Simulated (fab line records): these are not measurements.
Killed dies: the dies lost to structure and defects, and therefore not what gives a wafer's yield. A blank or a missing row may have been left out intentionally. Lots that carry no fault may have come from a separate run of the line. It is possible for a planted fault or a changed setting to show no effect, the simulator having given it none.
Which tool was responsible? / flow sky130 / 10 lots, 30 wafers sampled, at 7 steps of a route of 708

## WHAT EACH GAUGE READ, for each wafer
SKY_LI_CONTACT_CD_MEAS_12 targets a cd of 170 nm.
lot=L393; measured=day 29 00:54; on=cdSem-01; cdNm (nm)=168.8 170.1 168.6
lot=L395; measured=day 30 01:22; on=cdSem-02; cdNm (nm)=169.6 168.8 169.6
lot=L396; measured=day 30 10:57; on=cdSem-01; cdNm (nm)=170.2 170.3 171.4
lot=L399; measured=day 31 19:26; on=cdSem-01; cdNm (nm)=170.9 170.8 171.9
lot=L403; measured=day 33 02:01; on=cdSem-01; cdNm (nm)=170.4 170.8 169.9
lot=L404; measured=day 33 05:45; on=cdSem-01; cdNm (nm)=169.0 168.2 167.9
lot=L412; measured=day 35 11:49; on=cdSem-02; cdNm (nm)=169.0 169.2 167.4
lot=L414; measured=day 36 04:31; on=cdSem-01; cdNm (nm)=171.5 170.0 170.5
lot=L415; measured=day 36 07:51; on=cdSem-01; cdNm (nm)=167.3 166.7 166.8
lot=L416; measured=day 36 13:40; on=cdSem-01; cdNm (nm)=169.3 169.0 169.4

SKY_LI_CONTACT_RS_MEAS_22: measures by four-point-probe.
lot=L393; measured=day 29 01:44; on=filmMetro-03; LI_CONTACT_W_RS (ohm/sq)=0.286 0.287 0.286
lot=L395; measured=day 30 02:14; on=filmMetro-03; LI_CONTACT_W_RS (ohm/sq)=0.284 0.283 0.281
lot=L396; measured=day 30 12:00; on=filmMetro-01; LI_CONTACT_W_RS (ohm/sq)=0.282 0.284 0.287
lot=L399; measured=day 31 20:16; on=filmMetro-03; LI_CONTACT_W_RS (ohm/sq)=0.280 0.280 0.286
lot=L403; measured=day 33 02:51; on=filmMetro-01; LI_CONTACT_W_RS (ohm/sq)=0.284 0.518 0.283 0.285 0.518 0.283
lot=L404; measured=day 33 06:37; on=filmMetro-04; LI_CONTACT_W_RS (ohm/sq)=0.500 0.283 0.502 0.500 0.282 0.502
lot=L412; measured=day 35 12:39; on=filmMetro-03; LI_CONTACT_W_RS (ohm/sq)=0.284 0.282 0.283
lot=L414; measured=day 36 05:22; on=filmMetro-03; LI_CONTACT_W_RS (ohm/sq)=0.296 0.297 0.295
lot=L415; measured=day 36 08:41; on=filmMetro-03; LI_CONTACT_W_RS (ohm/sq)=0.289 0.288 0.286
lot=L416; measured=day 36 14:41; on=filmMetro-01; LI_CONTACT_W_RS (ohm/sq)=0.278 0.280 0.277

SKY_LI_CONTACT_THK_MEAS_23: measures by xrf.
lot=L393; measured=day 29 01:51; on=filmMetro-03; LI_CONTACT_W_THK (nm)=382 380 384
lot=L395; measured=day 30 02:20; on=filmMetro-03; LI_CONTACT_W_THK (nm)=385 384 386
lot=L396; measured=day 30 12:07; on=filmMetro-01; LI_CONTACT_W_THK (nm)=396 395 387
lot=L399; measured=day 31 20:23; on=filmMetro-03; LI_CONTACT_W_THK (nm)=387 393 379
lot=L403; measured=day 33 08:30; on=filmMetro-01; LI_CONTACT_W_THK (nm)=388 216 391 388 215 393
lot=L404; measured=day 33 08:27; on=filmMetro-04; LI_CONTACT_W_THK (nm)=223 387 222 222 390 223
lot=L412; measured=day 35 12:46; on=filmMetro-03; LI_CONTACT_W_THK (nm)=381 385 386
lot=L414; measured=day 36 05:28; on=filmMetro-03; LI_CONTACT_W_THK (nm)=375 369 371
lot=L415; measured=day 36 08:49; on=filmMetro-03; LI_CONTACT_W_THK (nm)=382 383 384
lot=L416; measured=day 36 14:47; on=filmMetro-01; LI_CONTACT_W_THK (nm)=397 397 401

SKY_LOCAL_INTERCONNECT_OVL_MEAS_12.
lot=L393; measured=day 30 06:41; on=overlay-01; LOCAL_INTERCONNECT_OVL (nm)=9 9 -4
lot=L395; measured=day 31 06:20; on=overlay-01; LOCAL_INTERCONNECT_OVL (nm)=12 5 8
lot=L396; measured=day 31 16:13; on=overlay-02; LOCAL_INTERCONNECT_OVL (nm)=7 7 5
lot=L399; measured=day 33 00:18; on=overlay-02; LOCAL_INTERCONNECT_OVL (nm)=-5 -6 -9
lot=L403; measured=day 34 06:19; on=overlay-02; LOCAL_INTERCONNECT_OVL (nm)=5 6 5
lot=L404; measured=day 34 09:35; on=overlay-01; LOCAL_INTERCONNECT_OVL (nm)=0 8 4
lot=L412; measured=day 36 15:13; on=overlay-01; LOCAL_INTERCONNECT_OVL (nm)=1 13 8
lot=L414; measured=day 37 08:20; on=overlay-02; LOCAL_INTERCONNECT_OVL (nm)=6 -2 8
lot=L415; measured=day 37 11:40; on=overlay-02; LOCAL_INTERCONNECT_OVL (nm)=-4 -12 -4
lot=L416; measured=day 37 17:41; on=overlay-02; LOCAL_INTERCONNECT_OVL (nm)=13 4 3

## WHICH TOOL RAN EACH LOT (tool, then ch and the chambers of the sampled wafers, then the start)
lot=L393; SKY_SD_P_STRIP_10=plasmaAsher-01 ch 0,1, day 25 07:38; SKY_LI_CONTACT_CVD_21=cvdW-02 ch 0,1, day 29 01:36; SKY_LI_CONTACT_CMP_24=cmp-01 ch 1,2,3, day 29 01:54
lot=L395; SKY_SD_P_STRIP_10=plasmaAsher-02 ch 0,1, day 26 09:18; SKY_LI_CONTACT_CVD_21=cvdW-02 ch 0,1, day 30 02:06; SKY_LI_CONTACT_CMP_24=cmp-01 ch 1,2, day 30 02:22
lot=L396; SKY_SD_P_STRIP_10=plasmaAsher-02 ch 1, day 26 19:25; SKY_LI_CONTACT_CVD_21=cvdW-01 ch 0,1, day 30 11:52; SKY_LI_CONTACT_CMP_24=cmp-01 ch 1,2,3, day 30 12:17
lot=L399; SKY_SD_P_STRIP_10=plasmaAsher-02 ch 0,1, day 28 05:07; SKY_LI_CONTACT_CVD_21=cvdW-02 ch 0,1, day 31 20:09; SKY_LI_CONTACT_CMP_24=cmp-01 ch 0,1,3, day 31 20:36
lot=L403; SKY_SD_P_STRIP_10=plasmaAsher-03 ch 0,1, day 29 13:19; SKY_LI_CONTACT_CVD_21=cvdW-02 ch 0,1, day 33 02:43; SKY_LI_CONTACT_CMP_24=cmp-01 ch 0,1,3, day 33 09:58
lot=L404; SKY_SD_P_STRIP_10=plasmaAsher-01 ch 0,1, day 29 18:28; SKY_LI_CONTACT_CVD_21=cvdW-02 ch 0,1, day 33 06:28; SKY_LI_CONTACT_CMP_24=cmp-01 ch 0,1,3, day 33 14:56
lot=L412; SKY_SD_P_STRIP_10=plasmaAsher-01 ch 1, day 32 03:22; SKY_LI_CONTACT_CVD_21=cvdW-02 ch 0, day 35 12:31; SKY_LI_CONTACT_CMP_24=cmp-02 ch 0,2, day 35 12:55
lot=L414; SKY_SD_P_STRIP_10=plasmaAsher-01 ch 0,1, day 32 18:35; SKY_LI_CONTACT_CVD_21=cvdW-01 ch 0, day 36 05:13; SKY_LI_CONTACT_CMP_24=cmp-02 ch 0,2,3, day 36 05:37
lot=L415; SKY_SD_P_STRIP_10=plasmaAsher-03 ch 0,1, day 32 22:44; SKY_LI_CONTACT_CVD_21=cvdW-02 ch 0,1, day 36 08:34; SKY_LI_CONTACT_CMP_24=cmp-02 ch 0,2,3, day 36 08:55
lot=L416; SKY_SD_P_STRIP_10=plasmaAsher-02 ch 0,1, day 33 05:57; SKY_LI_CONTACT_CVD_21=cvdW-02 ch 0,1, day 36 14:32; SKY_LI_CONTACT_CMP_24=cmp-02 ch 0,2,3, day 36 14:55
- SKY_SD_P_STRIP_10: strips in O2/N2.
- SKY_LI_CONTACT_CVD_21: deposits W, target thk 400 nm, time 120.56 s.
- SKY_LI_CONTACT_CMP_24: polishes, stops on PSG, t overpolish 20 s, target thk 0 nm.

## WHAT THE TOOLS THEMSELVES READ (means of the sampled wafers that have a number; where no wafer has one, the mark that the record gives instead)
SKY_SD_P_STRIP_10.
lot=L393; tool=plasmaAsher-01; drypumpMotorCurrentA (A)=5.8; oesProductAu (a.u.)=0.623; stripTimeToEndpointS (s)=17.53
lot=L395; tool=plasmaAsher-02; drypumpMotorCurrentA (A)=5.5; oesProductAu (a.u.)=0.614; stripTimeToEndpointS (s)=17.52
lot=L396; tool=plasmaAsher-02; drypumpMotorCurrentA (A)=5.5; oesProductAu (a.u.)=0.614; stripTimeToEndpointS (s)=17.53
lot=L399; tool=plasmaAsher-02; drypumpMotorCurrentA (A)=5.5; oesProductAu (a.u.)=0.617; stripTimeToEndpointS (s)=17.48
lot=L403; tool=plasmaAsher-03; drypumpMotorCurrentA (A)=5.4; oesProductAu (a.u.)=0.620; stripTimeToEndpointS (s)=17.47
lot=L404; tool=plasmaAsher-01; drypumpMotorCurrentA (A)=6.1; oesProductAu (a.u.)=0.620; stripTimeToEndpointS (s)=17.47
lot=L412; tool=plasmaAsher-01; drypumpMotorCurrentA (A)=5.6; oesProductAu (a.u.)=0.620; stripTimeToEndpointS (s)=17.50
lot=L414; tool=plasmaAsher-01; drypumpMotorCurrentA (A)=5.9; oesProductAu (a.u.)=0.620; stripTimeToEndpointS (s)=17.55
lot=L415; tool=plasmaAsher-03; drypumpMotorCurrentA (A)=5.7; oesProductAu (a.u.)=0.614; stripTimeToEndpointS (s)=17.52
lot=L416; tool=plasmaAsher-02; drypumpMotorCurrentA (A)=5.5; oesProductAu (a.u.)=0.618; stripTimeToEndpointS (s)=17.51

SKY_LI_CONTACT_CVD_21.
lot=L393; tool=cvdW-02; chamberPressureTorr (Torr)=40.09; heaterPowerW (W)=727
lot=L395; tool=cvdW-02; chamberPressureTorr (Torr)=39.97; heaterPowerW (W)=696
lot=L396; tool=cvdW-01; chamberPressureTorr (Torr)=39.94; heaterPowerW (W)=917
lot=L399; tool=cvdW-02; chamberPressureTorr (Torr)=40.03; heaterPowerW (W)=700
lot=L403; tool=cvdW-02; chamberPressureTorr (Torr)=30.73; heaterPowerW (W)=742
lot=L404; tool=cvdW-02; chamberPressureTorr (Torr)=21.55; heaterPowerW (W)=702
lot=L412; tool=cvdW-02; chamberPressureTorr (Torr)=39.96; heaterPowerW (W)=784
lot=L414; tool=cvdW-01; chamberPressureTorr (Torr)=40.05; heaterPowerW (W)=853
lot=L415; tool=cvdW-02; chamberPressureTorr (Torr)=40.02; heaterPowerW (W)=702
lot=L416; tool=cvdW-02; chamberPressureTorr (Torr)=40.06; heaterPowerW (W)=745

SKY_LI_CONTACT_CMP_24.
lot=L393; tool=cmp-01; edgeZonePressureFrac=0.999; motorCurrentA (A)=9.8; timeToEndpointS (s)=98
lot=L395; tool=cmp-01; edgeZonePressureFrac=1.001; motorCurrentA (A)=9.9; timeToEndpointS (s)=96
lot=L396; tool=cmp-01; edgeZonePressureFrac=1.002; motorCurrentA (A)=10.1; timeToEndpointS (s)=94
lot=L399; tool=cmp-01; edgeZonePressureFrac=0.999; motorCurrentA (A)=10.3; timeToEndpointS (s)=94
lot=L403; tool=cmp-01; edgeZonePressureFrac=0.997; motorCurrentA (A)=10.2; timeToEndpointS (s)=84
lot=L404; tool=cmp-01; edgeZonePressureFrac=1.005; motorCurrentA (A)=10.1; timeToEndpointS (s)=71
lot=L412; tool=cmp-02; edgeZonePressureFrac=1.002; motorCurrentA (A)=11.3; timeToEndpointS (s)=95
lot=L414; tool=cmp-02; edgeZonePressureFrac=1.001; motorCurrentA (A)=10.2; timeToEndpointS (s)=94
lot=L415; tool=cmp-02; edgeZonePressureFrac=1.001; motorCurrentA (A)=10.4; timeToEndpointS (s)=96
lot=L416; tool=cmp-02; edgeZonePressureFrac=0.999; motorCurrentA (A)=10.1; timeToEndpointS (s)=101

## THE ANSWER, worked out from the rows above alone
Rule: the lots themselves supply what counts as usual. The widest of any qualifying gaps counts: lots, ordered by their means at a reading, are off when they make up no more than a third of the lots, leave a main group of 4 or more, and stand apart from it by 3 or more times the standard deviation of that group's means. The tables above print the reading to a certain number of digits; a main group whose means all agree to those digits is not used. Also off: a lot with no number at a reading for which 4 or more lots have one. All remaining lots with rows at the step are treated as sound. First the gauges in route order, then the tools' own readings, where a lot's mean is used as printed above. The first step at which some lot is off is used, and at that step the reading that is off furthest; a lot without a number counts as furthest.
Off: L403, L404, seen at SKY_LI_CONTACT_RS_MEAS_22 (LI_CONTACT_W_RS). For the main group the mean is 0.285 ohm/sq and the standard deviation 0.0049.
A tool fits if, at a process step before that reading, it ran every lot that is off, and no sound lot after the first of them. Not tried: the gauges at SKY_LI_CONTACT_RS_MEAS_22; whatever is off there is also off at SKY_LI_CONTACT_CVD_21, on other tools, and gauge error can't account for it. None of those tried fits.

## WHAT THE SIMULATOR HAD INSERTED
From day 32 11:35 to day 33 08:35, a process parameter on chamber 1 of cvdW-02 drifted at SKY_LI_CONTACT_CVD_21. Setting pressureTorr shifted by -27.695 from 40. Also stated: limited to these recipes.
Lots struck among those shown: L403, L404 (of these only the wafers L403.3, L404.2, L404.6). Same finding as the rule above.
